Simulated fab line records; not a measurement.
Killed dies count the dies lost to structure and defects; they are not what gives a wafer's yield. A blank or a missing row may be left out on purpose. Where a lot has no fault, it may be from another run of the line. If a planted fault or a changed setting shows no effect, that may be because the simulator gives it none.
8D (eight disciplines) problem report, filled in by code / flow sky130 / the parts of the form that need people (team, actions taken, sign-off) are left out

1. WHAT WENT WRONG
run_length_s at SKY_VIA2_ETCH_14 reads a mean of 50.9 s on 9 wafers of 3 lots; wafers without a fault read 73.9 s with a standard deviation of 0.46. That puts it -50 standard deviations away from the usual mean.
The step: etches BARC in N2/H2, stops on SiO2, time 45.9 s, target depth 60 nm.
Earliest sighting: wafer L507.1 on rie_diel-02 at day 40 12:58. At this step, 45 wafers from 15 lots have a number in the record. The rule behind "out" and "out of limits": a value lying over 4 standard deviations away from the usual mean. Any other wafer with a number is counted as sound.

2. WHAT IT IS; WHAT IT IS NOT
question=which readings at this step | is=run_length_s, oes_product_au | is not=-
question=which lots | is=L507, L508, L509 | is not=L493, L494, L495, L497, L498, L500, L501, L502, L504, L513, L515, L516
question=which wafers of those lots | is=all that have a number | is not=-
question=read on which tools | is=rie_diel-02 | is not=rie_diel-01, rie_diel-03
question=when | is=from day 40 12:58 | is not=up to then (27 sound wafers); but 9 sound wafers of L513, L515, L516 came after

3. WHAT RULES OUT EACH SUSPECT
Counting: a tool at any process step up to the reading remains a suspect when it ran all the lots that are out and ran no sound lot after the first of those.
- rie_diel-02 at SKY_VIA2_ETCH_14 (etches BARC in N2/H2, stops on SiO2, time 45.9 s, target depth 60 nm): kept. It ran every lot that is out, first L507 (day 40 12:58), and no sound lot after that; its last sound lot up to then is L504 (day 40 07:01). Its own oes_product_au, run_length_s readings are out on those wafers.
The count leaves rie_diel-02 at SKY_VIA2_ETCH_14.

4. THE CAUSE (what the simulator had put in)
Process parameters drifting: rie_diel-02 at SKY_VIA2_ETCH_14, beginning at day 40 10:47. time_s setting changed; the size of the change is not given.
The count eliminated every tool but this one.

5. THE EFFECT CHAIN, in route order
Each row: a reading whose mean over the struck wafers that have a number lies more than 3 standard deviations from the usual. Only readings whose record carries a usual standard deviation are examined. hours: median over the lots of the time between each lot's start at the first step of this table that gives one and its start at this step. sigmas: the change, counted in usual standard deviations.
hours=0; step=SKY_VIA2_ETCH_14; reading=oes_product_au; usual=0.854 a.u.; on struck wafers=1.000; change=+0.146; sigmas=+30
hours=0; step=SKY_VIA2_ETCH_14; reading=run_length_s; usual=73.9 s; on struck wafers=50.9; change=-23.0; sigmas=-50
hours=0; step=SKY_VIA2_ETCH_15; reading=oes_product_au; usual=0.940 a.u.; on struck wafers=0.373; change=-0.567; sigmas=-99 or more
hours=0; step=SKY_VIA2_STRIP_16; reading=strip_time_to_endpoint_s; usual=4.05 s; on struck wafers=4.26; change=+0.21; sigmas=+5.4
Process steps it contains:
- SKY_VIA2_ETCH_14: etches BARC in N2/H2, stops on SiO2, time 45.9 s, target depth 60 nm.
- SKY_VIA2_ETCH_15: etches SiO2 in C4F8/O2/Ar, stops on TiN, target depth 546 nm, time 84 s.
- SKY_VIA2_STRIP_16: strips in O2/N2.

6. HOW IT WOULD HAVE BEEN CAUGHT EARLIER
In this record the first reading out of limits was taken at day 40 12:58, 2 hours after the fault began at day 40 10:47.
